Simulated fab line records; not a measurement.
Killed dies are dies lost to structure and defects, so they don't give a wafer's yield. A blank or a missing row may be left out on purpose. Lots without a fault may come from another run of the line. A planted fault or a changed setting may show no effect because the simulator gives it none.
A struck lot beside a sound one || flow sky130 || 17 steps out of a route of 708
Sound: the wafers L791.1, L791.5, L791.6. The struck wafers were L799.4, L799.5, L799.6. Last of all comes the cause.
Each step with rows lists, per side, the tool, then ch with its chambers, then its first start. Under that, the readings that differ: sound wafers || struck wafers || difference of the means || sigmas: that difference in standard deviations of wafers without a fault.
alike: words and numbers the same on both sides, and readings whose means are apart by under 2 such deviations; not compared: readings that were withheld, readings missing a value for some wafer, numbers with overlapping values and no deviation given by the record, and bounds like >300 which may hide the same value.
A row with sigmas, a row that says differs or no value, or rows on one side alone: a step with any of these is where the two part. Numbers that don't overlap but have no deviation are shown without sigmas and don't part them. A reading that every wafer of one side lacks parts them only if that side has two wafers or more.

SKY_VT_ADJUST_LVTN_OVL_MEAS_07:
  sound on overlay-02, day 8 16:19; struck on overlay-01, day 10 18:52
  alike: VT_ADJUST_LVTN_OVL
then, 1 step without rows for these wafers: SKY_VT_ADJUST_LVTN_IMPLANT_08.
SKY_VT_ADJUST_LVTN_STRIP_09: strips in O2/N2.
  sound on plasma_asher-01 ch 0,1, day 8 16:29; struck on plasma_asher-02 ch 0,1, day 10 19:04
  alike: drypump_motor_current_A, o2_flow_sccm, oes_product_au, strip_time_to_endpoint_s
  not compared: rf_hours_counter_h
SKY_VT_ADJUST_LVTN_TW_MEAS_10:
  sound on film_metro-04, day 8 16:35; struck on film_metro-02, day 10 19:10
{"reading": "VT_ADJUST_LVTN_TW", "sound": "246 246 246", "struck": "237 238 237", "difference": -9, "sigmas": -3}
then, 7 steps without rows for these wafers: SKY_VT_ADJUST_LVTN_DEHYDRATE_11 (time 60 s); SKY_VT_ADJUST_LVTN_HMDS_12 (prime time 60 s); SKY_VT_ADJUST_LVTN_COAT_13 (resist thk 1140 nm); SKY_VT_ADJUST_LVTN_SOFTBAKE_14 (time 60 s); SKY_VT_ADJUST_LVTN_EXPOSE_15 (exposes mask HVN STD DERIVED, target cd 600 nm); SKY_VT_ADJUST_LVTN_PEB_16; SKY_VT_ADJUST_LVTN_DEVELOP_17 (develop time 60 s).
SKY_VT_ADJUST_LVTN_OVL_MEAS_18:
  sound on overlay-01, day 9 13:25; struck on overlay-01, day 11 18:50
  alike: VT_ADJUST_LVTN_01_OVL
SKY_VT_ADJUST_LVTN_IMPLANT_19:
  sound on implanter-03 ch 0, day 9 13:28; struck on implanter-04 ch 0, day 11 18:56
{"reading": "beam_energy_keV", "sound": "30.003 29.998 30.008", "struck": "29.984 29.982 29.985", "difference": -0.019, "sigmas": -2}
{"reading": "dose_ions_cm2", "sound": "6.504e+11 6.5e+11 6.501e+11", "struck": "9.263e+11 9.266e+11 9.263e+11", "difference": "+2.762e+11", "sigmas": "+99 or more"}
{"reading": "faraday_current_uA", "sound": "3.72 3.63 3.59", "struck": "5.13 4.97 5.28", "difference": "+1.48", "sigmas": "+21"}
SKY_VT_ADJUST_LVTN_STRIP_20: strips in O2/N2.
  sound on plasma_asher-03 ch 0,1, day 9 13:37; struck on plasma_asher-03 ch 0,1, day 11 19:02
  alike: drypump_motor_current_A, o2_flow_sccm, oes_product_au, strip_time_to_endpoint_s
  not compared: rf_hours_counter_h
SKY_VT_ADJUST_LVTN_TW_MEAS_21:
  sound on film_metro-03, day 9 13:43; struck on film_metro-03, day 11 19:08
{"reading": "VT_ADJUST_LVTN_2_TW", "sound": "189 189 189", "struck": "208 209 209", "difference": "+20", "sigmas": "+7"}
then, 1 step without rows for these wafers: SKY_VT_ADJUST_NCORE_DEHYDRATE_00 (time 60 s).
-- here the record skips 37 days between the struck wafers' starts before and after, leaving off in module VT_ADJUST_NCORE and picking up in module PAD_OPEN (first step shown: number 708 of the route) --
SKY_PAD_OPEN_PROBE_99:
  sound on prober-01, day 47 08:47; struck on prober-01, day 49 04:16
{"reading": "model.etest.res_pwell_under_gate.rs_ohm_sq", "sound": "2280 2288 2261", "struck": "2238 2232 2231", "difference": -43, "sigmas": ""}
{"reading": "model.etest.tip_n_5v.rs_ohm_sq", "sound": "1367 1372 1382", "struck": "1411 1415 1418", "difference": "+41", "sigmas": ""}
{"reading": "model.etest.nfet_16v.body_rise_v (V)", "sound": "0.6482 0.6478 0.6496", "struck": "0.697 0.6947 0.6979", "difference": "+0.048", "sigmas": ""}
{"reading": "model.etest.nfet_g5v0d10v5.body_rise_v (V)", "sound": "0.6497 0.6473 0.6506", "struck": "0.6978 0.6917 0.6957", "difference": "+0.0459", "sigmas": ""}
{"reading": "model.etest.nfet_g5v0d10v5.vt_sat_v (V)", "sound": "0.7686 0.7509 0.761", "struck": "0.7794 0.7928 0.7862", "difference": "+0.0260", "sigmas": ""}
{"reading": "model.etest.nfet_g5v0d10v5.vt_v (V)", "sound": "0.8238 0.8118 0.8154", "struck": "0.8303 0.842 0.8364", "difference": "+0.0192", "sigmas": ""}
{"reading": "model.etest.nfet_16v.vt_v (V)", "sound": "0.766 0.7576 0.7644", "struck": "0.7763 0.7694 0.7784", "difference": "+0.0120", "sigmas": ""}
{"reading": "model.etest.nfet_g5v0d10v5.vt_long_v (V)", "sound": "0.8084 0.8034 0.8103", "struck": "0.8159 0.8164 0.8213", "difference": "+0.0105", "sigmas": ""}
  alike: killed_at_M0_to_M3, killed_at_M4_up, killed_at_contacts, killed_at_front_end, killed_at_other, killed_dies, killed_open, killed_short

WHERE THEY PART
First at SKY_VT_ADJUST_LVTN_TW_MEAS_10; last, within this record, at SKY_VT_ADJUST_LVTN_TW_MEAS_21. Later steps at which nothing parts them and some readings are alike: SKY_PAD_OPEN_PROBE_99.

WHY: whatever the simulator had introduced
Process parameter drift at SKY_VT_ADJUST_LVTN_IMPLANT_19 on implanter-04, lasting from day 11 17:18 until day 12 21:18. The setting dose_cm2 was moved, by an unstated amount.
